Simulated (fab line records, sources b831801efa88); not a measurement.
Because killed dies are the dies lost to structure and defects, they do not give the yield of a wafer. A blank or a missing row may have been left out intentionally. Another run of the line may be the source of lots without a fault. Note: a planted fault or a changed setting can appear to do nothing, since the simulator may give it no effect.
fab line records    flow sky130    part 1 of 2: steps 1 to 24 of 35
record: lots: 5  wafers: 15  last_day: 48
route steps=708 shown METAL1@450 VIA1@458 METAL2@483
lots that met no fault: from a run of the same line without faults
start_h: start of the lot's first displayed wafer, in hours after the record's first day    wait_h: hours from the lot's prior step to this one    " same as the row above    L1.1+2: a row that stands for several wafers    - no value, or no start was given    * or withheld: withheld    < > ~ a bound
route shown NAME@n: a module of which the file shows steps, and the number in the route of the first    usual: mean/standard deviation of fault-free wafers    same: alike in all rows    chamber/n: place in a boat    sites: each site's reading    _std_site: the standard deviation of these    _edge_site: the outer-site mean with the inner-site mean subtracted    radius_mm: how far each site lies from the wafer's centre    mask NAME#n: copy n    behind: the most recent tool/chamber to have shaped the wafer    hold: cause of the lot's hold/its duration in hours/its outcome    device: the transistor (n, p or np) that didn't switch    end of line: the route-end tests of the same wafers    where a step has no rows: the recipe by itself    killed: the dies lost at the first sort to structure and to defects; this is not the yield of the wafer    map: dies across one wafer; x = killed, . = not, _ = none there
set.NAME: the setting the step ran with; set.NAME@STEP: the setting that earlier step ran with    model.NAME: the simulator's own value behind a step, which no gauge read
a table for each step, a row for each wafer; lots at some steps of the route
services: a tool's chamber out of use, with start hour (start_h, from the record's first day; less than 0 if before it), hours out, and reason
== steps ==
step: SKY_METAL1_OVL_MEAS_16
usual: METAL1_OVL: 4/5
lot.wafer  tool        chamber  start_h  wait_h  METAL1_OVL[nm]
L074.2     overlay-01  -        752.70   0.1     3
L074.4     "           -        "        "       -2
L074.6     "           -        "        "       5
L077.2     overlay-01  -        805.92   0.1     9
L077.4     "           -        "        "       12
L077.6     "           -        "        "       8
L082.1     overlay-01  -        831.55   0.1     13
L082.4     "           -        "        "       8
L082.6     "           -        "        "       10
L087.2     overlay-01  -        867.85   0.1     1
L087.3     "           -        "        "       -1
L087.4     "           -        "        "       -7
L089.2     overlay-01  -        877.40   0.1     10
L089.4     "           -        "        "       18
L089.5     "           -        "        "       7
step: SKY_METAL1_DESCUM_17
recipe: chemistry: O2  source_power_w: 150  bias_power_w: 0  pressure_mtorr: 10  temp_c: 40  time_s: 8
usual: drypump_motor_current_A: 5.8/0.47  oes_product_au: 1.000/0.0071
lot.wafer  tool          chamber  start_h  wait_h  drypump_motor_current_A  oes_product_au  rf_hours_counter_h
L074.2     rie_metal-03  0        752.73   0.0     5.2                      1.005           10
L074.4     "             0        "        "       5.2                      1.002           -
L074.6     "             1        "        "       5.5                      1.000           -
L077.2     rie_metal-01  0        805.96   0.0     6.3                      0.996           -
L077.4     "             0        "        "       6.3                      0.991           -
L077.6     "             0        "        "       6.3                      0.999           -
L082.1     rie_metal-01  0        831.58   0.0     6.3                      0.994           7
L082.4     "             0        "        "       6.3                      1.011           -
L082.6     "             1        "        "       6.5                      1.008           -
L087.2     rie_metal-04  0        867.89   0.0     5.6                      0.999           -
L087.3     "             0        "        "       5.6                      1.000           -
L087.4     "             0        "        "       5.7                      0.998           -
L089.2     rie_metal-03  0        877.43   0.0     5.2                      1.009           14
L089.4     "             1        "        "       5.5                      0.997           -
L089.5     "             1        "        "       5.5                      0.996           -
step: SKY_METAL1_ETCH_18
recipe: chemistry: N2/H2  target: BARC  ion_energy_ev: 200  bias_w: 100  pressure_mtorr: 30  n2_flow_sccm: 100  h2_flow_sccm: 200  icp_w: 500  stop_on: SiO2  time_s: 45.9  target_depth_a: 600
usual: drypump_motor_current_A: 5.8/0.47  oes_product_au: 0.855/0.0044  throttle_valve_pct: 13.224/0.0092
lot.wafer  tool          chamber  start_h  wait_h  drypump_motor_current_A  oes_product_au  rf_hours_counter_h  throttle_valve_pct
L074.2     rie_metal-03  0        752.76   0.0     5.2                      0.853           10                  13.221
L074.4     "             0        "        "       5.2                      0.851           -                   13.229
L074.6     "             1        "        "       5.6                      0.861           -                   13.224
L077.2     rie_metal-01  0        806.03   0.1     6.3                      0.860           -                   13.225
L077.4     "             0        "        "       6.3                      0.853           -                   13.222
L077.6     "             0        "        "       6.3                      0.857           -                   13.230
L082.1     rie_metal-01  0        831.62   0.0     6.3                      0.859           7                   13.227
L082.4     "             0        "        "       6.3                      0.866           -                   13.228
L082.6     "             1        "        "       6.4                      0.849           -                   13.225
L087.2     rie_metal-04  0        867.97   0.1     5.6                      0.846           -                   13.237
L087.3     "             0        "        "       5.6                      0.847           -                   13.243
L087.4     "             0        "        "       5.6                      0.863           -                   13.228
L089.2     rie_metal-03  0        877.47   0.0     5.2                      0.854           14                  13.220
L089.4     "             1        "        "       5.5                      0.855           -                   13.228
L089.5     "             1        "        "       5.5                      0.853           -                   13.200
step: SKY_METAL1_METAL_ETCH_19
recipe: target_depth_a: 3600  stop_on: SiO2  over_etch_frac: 0.3  time_s: 78  chemistry: Cl2/BCl3  resist_sidewall_deg: 88  pressure_mtorr: 10  icp_w: 900  bias_w: 48.5  Cl2_flow_sccm: 60  bcl3_flow_sccm: 30
usual: bcl3_flow_sccm: 29.99/0.1  drypump_motor_current_A: 5.8/0.47  mfc_cl2_sccm: 60.04/0.17  oes_product_au: 0.849/0.0064  throttle_valve_pct: 22.265/0.0087
same: over_etch_frac: 0.3
lot.wafer  tool          chamber  start_h  wait_h  bcl3_flow_sccm  drypump_motor_current_A  mfc_cl2_sccm  oes_product_au  rf_hours_counter_h  throttle_valve_pct
L074.2     rie_metal-03  0        752.83   0.0     29.92           5.2                      59.75         0.861           10                  22.252
L074.4     "             0        "        "       30.12           5.2                      60.09         0.848           -                   22.260
L074.6     "             1        "        "       29.97           5.5                      60.17         0.854           -                   22.259
L077.2     rie_metal-01  0        806.17   0.1     30.21           6.3                      60.19         0.848           -                   22.264
L077.4     "             0        "        "       30.11           6.3                      60.17         0.848           -                   22.259
L077.6     "             0        "        "       30.08           6.3                      60.22         0.850           -                   22.274
L082.1     rie_metal-01  0        831.68   0.0     29.89           6.3                      60.12         0.847           7                   22.268
L082.4     "             0        "        "       29.81           6.3                      60.29         0.849           -                   22.247
L082.6     "             1        "        "       29.93           6.5                      60.12         0.844           -                   22.270
L087.2     rie_metal-04  0        868.10   0.1     30.08           5.6                      59.88         0.850           -                   22.258
L087.3     "             0        "        "       29.91           5.6                      59.95         0.847           -                   22.259
L087.4     "             0        "        "       29.89           5.6                      60.14         0.846           -                   22.264
L089.2     rie_metal-03  0        877.53   0.0     29.93           5.2                      60.16         0.853           14                  22.255
L089.4     "             1        "        "       30.02           5.5                      59.94         0.855           -                   22.271
L089.5     "             1        "        "       29.84           5.5                      59.93         0.849           -                   22.272
step: SKY_METAL1_STRIP_20
recipe: chemistry: O2/N2  power_w: 1400  pressure_mtorr: 1500  platen_temp_c: withheld  o2_flow_sccm: 3000  n2_flow_sccm: 300  overash_fraction: 0.5
usual: drypump_motor_current_A: 5.7/0.33  oes_product_au: 0.343/0.0049  strip_time_to_endpoint_s: 2.690/0.026
lot.wafer  tool             chamber  start_h  wait_h  drypump_motor_current_A  oes_product_au  rf_hours_counter_h  strip_time_to_endpoint_s
L074.2     plasma_asher-02  1        752.92   0.1     5.8                      0.342           1                   2.724
L074.4     "                1        "        "       5.9                      0.336           -                   2.738
L074.6     "                0        "        "       5.1                      0.333           -                   2.722
L077.2     plasma_asher-01  0        806.32   0.1     5.6                      0.343           38                  2.700
L077.4     "                0        "        "       5.6                      0.342           -                   2.719
L077.6     "                1        "        "       5.9                      0.345           -                   2.657
L082.1     plasma_asher-01  1        831.77   0.1     5.8                      0.347           41                  2.723
L082.4     "                1        "        "       5.9                      0.343           -                   2.706
L082.6     "                1        "        "       5.9                      0.345           -                   2.713
L087.2     plasma_asher-02  1        868.25   0.1     5.8                      0.346           13                  2.684
L087.3     "                1        "        "       5.9                      0.335           -                   2.671
L087.4     "                0        "        "       5.1                      0.342           -                   2.689
L089.2     plasma_asher-02  0        877.62   0.1     5.1                      0.339           14                  2.694
L089.4     "                1        "        "       5.9                      0.350           -                   2.716
L089.5     "                0        "        "       5.1                      0.348           -                   2.713
step: SKY_METAL1_STRIP_21
recipe: chemistry: post_etch_residue_remover  time_s: 1200  temp_c: 72.5
lot.wafer   tool          chamber  start_h  wait_h
L074.2+4+6  wet_bench-04  1        753.02   0.1
L077.2+4+6  wet_bench-04  1        806.42   0.1
L082.1+4+6  wet_bench-04  1        831.87   0.1
L087.2+3+4  wet_bench-04  3        868.35   0.1
L089.2+4+5  wet_bench-04  0        877.72   0.1
step: SKY_METAL1_CLEAN_22
recipe: chemistry: IPA  time_s: 180  temp_c: 25
lot.wafer   tool          chamber  start_h  wait_h
L074.2+4+6  wet_bench-01  2        753.39   0.0
L077.2+4+6  wet_bench-01  1        806.76   0.0
L082.1+4+6  wet_bench-03  0        832.55   0.0
L087.2+3+4  wet_bench-03  0        868.70   0.0
L089.2+4+5  wet_bench-03  3        878.06   0.0
step: SKY_METAL1_CLEAN_23
recipe: chemistry: O3/DIW  dry: n2_spin
lot.wafer   tool          chamber  start_h  wait_h
L074.2+4+6  wet_bench-04  2        753.45   0.0
L077.2+4+6  wet_bench-03  1        806.82   0.0
L082.1+4+6  wet_bench-01  3        832.62   0.0
L087.2+3+4  wet_bench-04  1        868.76   0.0
L089.2+4+5  wet_bench-01  3        878.12   0.0
step: SKY_VIA1_HDPCVD_00
recipe: material: SiO2  target_thk_nm: 1030  sigma_open_frac: 0.3  time_s: 171.7  temp_c: 400  sih4_flow_sccm: 60  pressure_mtorr: 6
lot.wafer   tool       chamber  start_h  wait_h
L074.2+4+6  hdpcvd-01  0,0,1    753.55   0.0
L077.2+4+6  hdpcvd-02  0,0,1    806.92   0.0
L082.1+4+6  hdpcvd-01  0,2,0    832.71   0.0
L087.2+3+4  hdpcvd-02  2,1,0    868.85   0.0
L089.2+4+5  hdpcvd-01  0,0,2    878.22   0.0
step: SKY_VIA1_THK_MEAS_01
recipe: reads: SiO2_of_VIA1_HDPCVD_00
usual: VIA1_HDPCVD_THK: 1032/10
lot.wafer  tool           chamber  start_h  wait_h  VIA1_HDPCVD_THK[nm]
L074.2     film_metro-03  -        753.67   0.1     1049
L074.4     "              -        "        "       1048
L074.6     "              -        "        "       1031
L077.2     film_metro-01  -        807.04   0.1     1028
L077.4     "              -        "        "       1028
L077.6     "              -        "        "       1021
L082.1     film_metro-02  -        832.82   0.1     1023
L082.4     "              -        "        "       1024
L082.6     "              -        "        "       1018
L087.2     film_metro-03  -        868.97   0.1     1020
L087.3     "              -        "        "       1024
L087.4     "              -        "        "       1029
L089.2     film_metro-02  -        878.34   0.1     1058
L089.4     "              -        "        "       1047
L089.5     "              -        "        "       1043
step: SKY_VIA1_CMP_02
recipe: material: SiO2  down_force_psi: 4  platen_rpm: 60  pad_velocity_m_s: 0.94248
usual: motor_current_A: 12.6/1.1
lot.wafer  tool    chamber  start_h  wait_h  motor_current_A
L074.2     cmp-01  0        753.72   0.0     11.6
L074.4     "       2        "        "       12.8
L074.6     "       1        "        "       13.4
L077.4     cmp-02  1        807.19   0.1     11.7
L077.2     "       2        "        "       11.8
L077.6     "       0        "        "       14.0
L082.1     cmp-01  0        832.88   0.1     11.4
L082.4     "       2        "        "       12.9
L082.6     "       1        "        "       14.2
L087.2     cmp-01  3        869.02   0.0     13.0
L087.4     "       0        "        "       11.7
L087.3     "       2        "        "       12.3
L089.2     cmp-02  2        878.39   0.0     12.1
L089.4     "       0        "        "       14.3
L089.5     "       3        "        "       11.0
step: SKY_VIA1_BOW_MEAS_03
recipe: mode: bow
usual: VIA1_BOW: 77/6.1
lot.wafer  tool           chamber  start_h  wait_h  VIA1_BOW[um]
L074.2     film_metro-02  -        754.06   0.3     80
L074.4     "              -        "        "       84
L074.6     "              -        "        "       81
L077.2     film_metro-02  -        807.41   0.1     83
L077.4     "              -        "        "       76
L077.6     "              -        "        "       70
L082.1     film_metro-01  -        833.18   0.2     75
L082.4     "              -        "        "       82
L082.6     "              -        "        "       73
L087.2     film_metro-02  -        869.34   0.3     78
L087.3     "              -        "        "       83
L087.4     "              -        "        "       78
L089.2     film_metro-02  -        878.71   0.3     72
L089.4     "              -        "        "       78
L089.5     "              -        "        "       69
step: SKY_VIA1_DEHYDRATE_04
recipe: temp_c: 200  time_s: 60
usual: resist_line_temp_C: 23.01/0.12
lot.wafer  tool            chamber  start_h  wait_h  resist_line_temp_C
L074.2     litho_track-02  0        766.70   12.6    22.93
L074.4     "               0        "        "       23.05
L074.6     "               0        "        "       23.02
L077.2     litho_track-03  0        819.52   12.1    22.94
L077.4     "               0        "        "       22.92
L077.6     "               0        "        "       22.97
L082.1     litho_track-03  0        845.95   12.7    22.80
L082.4     "               0        "        "       22.98
L082.6     "               0        "        "       23.06
L087.2     litho_track-02  0        880.95   11.6    23.01
L087.3     "               0        "        "       23.07
L087.4     "               0        "        "       22.97
L089.2     litho_track-03  0        890.72   12.0    22.94
L089.4     "               0        "        "       22.96
L089.5     "               0        "        "       23.12
step: SKY_VIA1_HMDS_05
recipe: prime_time_s: 60  prime_temp_c: 120
usual: resist_line_temp_C: 22.99/0.1
lot.wafer  tool            chamber  start_h  wait_h  resist_line_temp_C
L074.2     litho_track-02  0        766.85   0.1     22.95
L074.4     "               0        "        "       22.93
L074.6     "               0        "        "       22.75
L077.2     litho_track-03  0        819.67   0.1     22.96
L077.4     "               0        "        "       22.93
L077.6     "               0        "        "       22.91
L082.1     litho_track-03  0        846.10   0.1     23.04
L082.4     "               0        "        "       22.99
L082.6     "               0        "        "       23.01
L087.2     litho_track-02  0        881.10   0.1     23.15
L087.3     "               0        "        "       22.93
L087.4     "               0        "        "       23.07
L089.2     litho_track-03  0        890.87   0.1     22.76
L089.4     "               0        "        "       22.86
L089.5     "               0        "        "       22.95
step: SKY_VIA1_COAT_06
recipe: resist: BARC  temp_c: withheld  time_s: withheld  spin_rpm: 3000  resist_thk_nm: 60
usual: resist_line_temp_C: *
lot.wafer  tool            chamber  start_h  wait_h  resist_line_temp_C
L074.2     litho_track-02  0        767.00   0.1     *
L074.4     "               0        "        "       *
L074.6     "               0        "        "       *
L077.2     litho_track-03  0        819.82   0.1     *
L077.4     "               0        "        "       *
L077.6     "               0        "        "       *
L082.1     litho_track-03  0        846.25   0.1     *
L082.4     "               0        "        "       *
L082.6     "               0        "        "       *
L087.2     litho_track-02  0        881.25   0.1     *
L087.3     "               0        "        "       *
L087.4     "               0        "        "       *
L089.2     litho_track-03  0        891.02   0.1     *
L089.4     "               0        "        "       *
L089.5     "               0        "        "       *
step: SKY_VIA1_COAT_07
recipe: resist: KrF-thick  spin_rpm: 3000  resist_thk_nm: 450
usual: resist_line_temp_C: 23.02/0.1
lot.wafer  tool            chamber  start_h  wait_h  resist_line_temp_C
L074.2     litho_track-02  0        -        -       23.14
L074.4     "               0        "        "       23.03
L074.6     "               0        "        "       22.98
L077.2     litho_track-03  0        -        -       22.90
L077.4     "               0        "        "       22.87
L077.6     "               0        "        "       22.85
L082.1     litho_track-03  0        -        -       23.12
L082.4     "               0        "        "       23.06
L082.6     "               0        "        "       23.10
L087.2     litho_track-02  0        -        -       22.95
L087.3     "               0        "        "       22.76
L087.4     "               0        "        "       22.81
L089.2     litho_track-03  0        -        -       22.97
L089.4     "               0        "        "       23.02
L089.5     "               0        "        "       22.97
step: SKY_VIA1_SOFTBAKE_08
recipe: temp_c: 100  time_s: 90  resist: KrF-thick
usual: resist_line_temp_C: 22.99/0.12
lot.wafer  tool            chamber  start_h  wait_h  resist_line_temp_C
L074.2     litho_track-02  0        -        -       23.12
L074.4     "               0        "        "       22.91
L074.6     "               0        "        "       23.01
L077.2     litho_track-03  0        -        -       22.92
L077.4     "               0        "        "       23.11
L077.6     "               0        "        "       22.92
L082.1     litho_track-03  0        -        -       22.98
L082.4     "               0        "        "       23.01
L082.6     "               0        "        "       23.12
L087.2     litho_track-02  0        -        -       22.97
L087.3     "               0        "        "       22.78
L087.4     "               0        "        "       22.86
L089.2     litho_track-03  0        -        -       22.92
L089.4     "               0        "        "       23.01
L089.5     "               0        "        "       23.10
step: SKY_VIA1_EXPOSE_09
recipe: mask_id: VIM  na: 0.8  source_shape: annular  sigma_inner: 0.55  sigma_outer: 0.85  target_cd_nm: 150  dose_mj: 38
usual: exposure_dose_mJ_cm2: 37.96/0.054
lot.wafer  tool            chamber  start_h  wait_h  mask   exposure_dose_mJ_cm2
L074.2     krf_scanner-02  0        -        -       VIM#0  38.02
L074.4     "               0        "        "       VIM#0  37.97
L074.6     "               0        "        "       VIM#0  38.04
L077.2     krf_scanner-02  0        -        -       VIM#0  37.98
L077.4     "               0        "        "       VIM#0  37.93
L077.6     "               0        "        "       VIM#0  37.97
L082.1     krf_scanner-02  0        -        -       VIM#0  38.04
L082.4     "               0        "        "       VIM#0  37.98
L082.6     "               0        "        "       VIM#0  38.03
L087.2     krf_scanner-02  0        -        -       VIM#0  38.01
L087.3     "               0        "        "       VIM#0  37.98
L087.4     "               0        "        "       VIM#0  38.04
L089.2     krf_scanner-01  0        -        -       VIM#0  37.89
L089.4     "               0        "        "       VIM#0  37.88
L089.5     "               0        "        "       VIM#0  37.86
step: SKY_VIA1_PEB_10
recipe: peb_temp_c: withheld  peb_time_s: withheld  resist: KrF-thick
usual: resist_line_temp_C: *
lot.wafer  tool            chamber  start_h  wait_h  resist_line_temp_C
L074.2     litho_track-02  0        -        -       *
L074.4     "               0        "        "       *
L074.6     "               0        "        "       *
L077.2     litho_track-01  0        -        -       *
L077.4     "               0        "        "       *
L077.6     "               0        "        "       *
L082.1     litho_track-03  0        -        -       *
L082.4     "               0        "        "       *
L082.6     "               0        "        "       *
L087.2     litho_track-03  0        -        -       *
L087.3     "               0        "        "       *
L087.4     "               0        "        "       *
L089.2     litho_track-03  0        -        -       *
L089.4     "               0        "        "       *
L089.5     "               0        "        "       *
step: SKY_VIA1_DEVELOP_11
recipe: develop_time_s: 60  resist: KrF-thick  dev_temp_c: 21
usual: developer_temp_C: 20.99/0.1  resist_line_temp_C: 23.02/0.1
lot.wafer  tool            chamber  start_h  wait_h  developer_temp_C  resist_line_temp_C
L074.2     litho_track-02  0        -        -       20.97             23.06
L074.4     "               0        "        "       20.86             22.95
L074.6     "               0        "        "       20.95             23.03
L077.2     litho_track-01  0        -        -       20.88             23.07
L077.4     "               0        "        "       20.87             23.02
L077.6     "               0        "        "       20.80             23.14
L082.1     litho_track-03  0        -        -       21.06             23.02
L082.4     "               0        "        "       21.01             23.01
L082.6     "               0        "        "       20.95             23.17
L087.2     litho_track-03  0        -        -       21.15             23.01
L087.3     "               0        "        "       20.87             23.01
L087.4     "               0        "        "       20.99             23.02
L089.2     litho_track-03  0        -        -       20.95             22.99
L089.4     "               0        "        "       20.85             23.02
L089.5     "               0        "        "       21.00             23.06
step: SKY_VIA1_CD_MEAS_12
recipe: target_cd_nm: 150
usual: cd_nm: 149.6/1.4
lot.wafer  tool       chamber  start_h  wait_h  cd_nm
L074.2     cd_sem-01  -        781.35   -       149.3
L074.4     "          -        "        "       146.8
L074.6     "          -        "        "       146.5
L077.2     cd_sem-01  -        833.51   -       147.7
L077.4     "          -        "        "       149.5
L077.6     "          -        "        "       148.8
L082.1     cd_sem-01  -        859.90   -       150.5
L082.4     "          -        "        "       150.5
L082.6     "          -        "        "       150.2
L087.2     cd_sem-02  -        894.67   -       151.0
L087.3     "          -        "        "       150.7
L087.4     "          -        "        "       148.7
L089.2     cd_sem-02  -        903.82   -       150.2
L089.4     "          -        "        "       148.8
L089.5     "          -        "        "       149.3
step: SKY_VIA1_OVL_MEAS_13
usual: VIA1_OVL: 2/6.3
lot.wafer  tool        chamber  start_h  wait_h  VIA1_OVL[nm]
L074.2     overlay-02  -        781.45   0.1     -1
L074.4     "           -        "        "       -3
L074.6     "           -        "        "       0
L077.2     overlay-02  -        833.61   0.1     4
L077.4     "           -        "        "       6
L077.6     "           -        "        "       4
L082.1     overlay-01  -        860.02   0.1     7
L082.4     "           -        "        "       0
L082.6     "           -        "        "       -3
L087.2     overlay-02  -        894.77   0.1     7
L087.3     "           -        "        "       0
L087.4     "           -        "        "       -3
L089.2     overlay-02  -        903.92   0.1     17
L089.4     "           -        "        "       8
L089.5     "           -        "        "       12
step: SKY_VIA1_ETCH_14
recipe: chemistry: N2/H2  target: BARC  ion_energy_ev: 200  source_w: 500  bias_w: 100  pressure_mtorr: 30  n2_flow_sccm: 100  h2_flow_sccm: 200  stop_on: SiO2  time_s: 45.9  target_depth_a: 600
usual: drypump_motor_current_A: 5.4/0.35  oes_product_au: 0.855/0.0051  throttle_valve_pct: 13.225/0.0087
lot.wafer  tool         chamber  start_h  wait_h  drypump_motor_current_A  oes_product_au  rf_hours_counter_h  throttle_valve_pct
L074.2     rie_diel-04  1        781.48   0.0     5.5                      0.851           13                  13.236
L074.4     "            0        "        "       5.3                      0.853           22                  13.226
L074.6     "            2        "        "       5.4                      0.855           -                   13.208
L077.2     rie_diel-04  0        833.64   0.0     5.3                      0.855           24                  13.229
L077.4     "            2        "        "       5.3                      0.857           2                   13.220
L077.6     "            3        "        "       5.3                      0.854           -                   13.227
L082.1     rie_diel-04  2        860.05   0.0     5.4                      0.849           4                   13.225
L082.4     "            0        "        "       5.3                      0.848           25                  13.227
L082.6     "            0        "        "       5.3                      0.861           -                   13.232
L087.2     rie_diel-03  2        894.80   0.0     4.7                      0.854           6                   13.235
L087.3     "            1        "        "       5.3                      0.852           3                   13.231
L087.4     "            0        "        "       5.5                      0.852           -                   13.225
L089.2     rie_diel-01  3        903.95   0.0     6.0                      0.857           9                   13.224
L089.4     "            3        "        "       6.0                      0.857           -                   13.247
L089.5     "            1        "        "       5.8                      0.855           -                   13.224
step: SKY_VIA1_ETCH_15
recipe: target: SiO2  chemistry: C4F8/O2/Ar  target_depth_nm: 351  stop_on: TiN  mask_material: KrF-thick  source_w: 1500  bias_w: 1200  pressure_mtorr: 40  c4f8_flow_sccm: withheld  O2_flow_sccm: 6  Ar_flow_sccm: 300  time_s: 52.16
usual: oes_product_au: 0.992/0.0075
lot.wafer  tool         chamber  start_h  wait_h  oes_product_au  rf_hours_counter_h
L074.2     rie_diel-04  1        781.53   0.0     0.996           13
L074.4     "            0        "        "       0.996           22
L074.6     "            2        "        "       0.987           -
L077.2     rie_diel-04  0        833.68   0.0     0.987           24
L077.4     "            2        "        "       0.981           2
L077.6     "            3        "        "       0.994           -
L082.1     rie_diel-04  2        860.10   0.0     0.990           4
L082.4     "            0        "        "       0.995           25
L082.6     "            0        "        "       0.991           -
L087.2     rie_diel-03  2        894.85   0.0     0.991           6
L087.3     "            1        "        "       0.986           3
L087.4     "            0        "        "       0.984           -
L089.2     rie_diel-01  3        904.00   0.0     0.994           9
L089.4     "            3        "        "       0.992           -
L089.5     "            1        "        "       0.979           -
